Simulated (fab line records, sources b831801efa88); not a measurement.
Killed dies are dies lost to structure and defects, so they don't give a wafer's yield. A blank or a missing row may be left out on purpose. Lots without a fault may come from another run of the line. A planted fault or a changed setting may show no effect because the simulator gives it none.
Tool commonality check | flow gf180mcu | 13 lots, 39 wafers sampled

WHY IT WAS OPENED
At GF_CONTACT_CD_MEAS_14 the reading cd_nm is flagged on 2 of 13 lots. Wafers without a fault read 219.9 nm, standard deviation 1.3.
Rule: a lot is flagged when every wafer of it that has a number lies more than 4 standard deviations from that mean, or none has a number. The other lots count as sound.

lot  | measured     | on        | cd_nm (nm), wafer by wafer | flag
L969 | day 16 01:13 | cd_sem-01 | 220.9 219.7 220.5          |
L970 | day 16 08:02 | cd_sem-02 | 218.6 219.7 219.1          |
L971 | day 16 22:25 | cd_sem-01 | 219.1 219.5 220.3          |
L972 | day 17 03:37 | cd_sem-01 | 221.8 223.2 223.4          |
L973 | day 17 13:33 | cd_sem-01 | 220.4 219.3 219.6          |
L974 | day 18 00:20 | cd_sem-01 | 220.0 220.9 220.7          |
L975 | day 18 02:26 | cd_sem-01 | 220.1 220.8 219.1          |
L977 | day 19 00:08 | cd_sem-01 | 219.5 218.9 220.4          |
L980 | day 20 08:20 | cd_sem-01 | 218.9 218.7 218.5          |
L989 | day 23 09:46 | cd_sem-02 | 227.2 230.0 228.2          | FLAGGED
L990 | day 23 13:09 | cd_sem-02 | 227.9 228.3 228.5          | FLAGGED
L991 | day 23 20:29 | cd_sem-01 | 219.3 218.2 219.0          |
L992 | day 24 13:31 | cd_sem-02 | 218.7 220.2 220.0          |
The numbers of the flagged lots are 228.3 nm on average: +8.4 nm against the usual, or +6 standard deviations.

WHICH TOOL RAN EACH LOT
The record holds 3 process steps before the reading, out of a route of 602 steps. In each cell: the tool, then ch and the chambers that the sampled wafers went through, then the start.
lot  | flag    | GF_SALICIDE_RTA_06               | GF_CONTACT_CVD_02               | GF_CONTACT_EXPOSE_11
L969 |         | rtp_anneal-02 ch 0, day 15 02:25 | pecvd-04 ch 0,2, day 15 02:55   | krf_scanner-02 ch 0, day 15 13:46
L970 |         | rtp_anneal-01 ch 0, day 15 08:37 | pecvd-04 ch 0,1, day 15 09:02   | krf_scanner-01 ch 0, day 15 21:22
L971 |         | rtp_anneal-02 ch 0, day 15 23:13 | pecvd-02 ch 0,1,2, day 15 23:36 | krf_scanner-02 ch 0, day 16 11:11
L972 |         | rtp_anneal-01 ch 0, day 16 04:10 | pecvd-03 ch 0,1,2, day 16 04:33 | krf_scanner-02 ch 0, day 16 16:16
L973 |         | rtp_anneal-01 ch 0, day 16 13:52 | pecvd-03 ch 0,1, day 16 14:16   | krf_scanner-02 ch 0, day 17 02:13
L974 |         | rtp_anneal-02 ch 0, day 17 00:10 | pecvd-02 ch 0,1, day 17 00:39   | krf_scanner-01 ch 0, day 17 12:43
L975 |         | rtp_anneal-01 ch 0, day 17 02:00 | pecvd-04 ch 0,1,2, day 17 02:31 | krf_scanner-01 ch 0, day 17 14:39
L977 |         | rtp_anneal-01 ch 0, day 17 23:41 | pecvd-03 ch 0,1, day 18 00:05   | krf_scanner-02 ch 0, day 18 12:22
L980 |         | rtp_anneal-01 ch 0, day 19 06:39 | pecvd-04 ch 0,1,2, day 19 07:03 | krf_scanner-02 ch 0, day 19 19:58
L989 | FLAGGED | rtp_anneal-02 ch 0, day 22 09:38 | pecvd-03 ch 0,1,2, day 22 10:02 | krf_scanner-01 ch 0, day 22 22:31
L990 | FLAGGED | rtp_anneal-02 ch 0, day 22 13:43 | pecvd-04 ch 0,1, day 22 14:07   | krf_scanner-01 ch 0, day 23 01:57
L991 |         | rtp_anneal-01 ch 0, day 22 21:12 | pecvd-02 ch 0,2, day 22 21:35   | krf_scanner-02 ch 0, day 23 09:53
L992 |         | rtp_anneal-02 ch 0, day 23 14:20 | pecvd-04 ch 0,1,2, day 23 14:43 | krf_scanner-02 ch 0, day 24 02:43
What these steps do:
- GF_SALICIDE_RTA_06: time 30 s.
- GF_CONTACT_CVD_02: deposits SiO2 from TEOS, target thk 860 nm, time 95.992 s.
- GF_CONTACT_EXPOSE_11: exposes mask Contact, target cd 220 nm.
- GF_CONTACT_CD_MEAS_14: target cd 220 nm.

FLAGGED OVER TOTAL, TOOL BY TOOL (the gauges that took the reading come last)
step                  | tool           | lots run | flagged | share of the flagged lots | sound lots run after its first flagged lot
GF_SALICIDE_RTA_06    | rtp_anneal-01  | 7        | 0       | none                      | -
GF_SALICIDE_RTA_06    | rtp_anneal-02  | 6        | 2       | all                       | 1 (L992)
GF_CONTACT_CVD_02     | pecvd-02       | 3        | 0       | none                      | -
GF_CONTACT_CVD_02     | pecvd-03       | 4        | 1       | some                      | 0
GF_CONTACT_CVD_02     | pecvd-04       | 6        | 1       | some                      | 1 (L992)
GF_CONTACT_EXPOSE_11  | krf_scanner-01 | 5        | 2       | all                       | 0
GF_CONTACT_EXPOSE_11  | krf_scanner-02 | 8        | 0       | none                      | -
GF_CONTACT_CD_MEAS_14 | cd_sem-01      | 9        | 0       | none                      | -
GF_CONTACT_CD_MEAS_14 | cd_sem-02      | 4        | 2       | all                       | 1 (L992)

WHAT THE TABLE ALLOWS
3 rows of the table ran every flagged lot: rtp_anneal-02 at GF_SALICIDE_RTA_06, krf_scanner-01 at GF_CONTACT_EXPOSE_11, cd_sem-02 at GF_CONTACT_CD_MEAS_14.
- rtp_anneal-02 at GF_SALICIDE_RTA_06: 2 of its 6 lots flagged. Sound lots ran on it after the first flagged one (L992), which a lasting fault on the whole tool wouldn't allow.
- krf_scanner-01 at GF_CONTACT_EXPOSE_11: 2 of its 5 lots flagged. Its last sound lot is L975 (day 17 14:39), its first flagged lot L989 (day 22 22:31): a fault that began between those two fits. Its own readings lie more than 4 standard deviations out on every wafer of the flagged lots: exposure_dose_mJ_cm2.
- cd_sem-02 at GF_CONTACT_CD_MEAS_14: 2 of its 4 lots flagged. Sound lots ran on it after the first flagged one (L992), which a lasting fault on the whole tool wouldn't allow.
One tool is left: krf_scanner-01 at GF_CONTACT_EXPOSE_11.

WHAT THE SIMULATOR HAD PUT IN
Process parameter drift: krf_scanner-01, from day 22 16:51 on, at GF_CONTACT_EXPOSE_11. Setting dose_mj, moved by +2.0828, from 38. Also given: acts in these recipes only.
Lots struck among those shown: L989, L990. The rule above found the same.
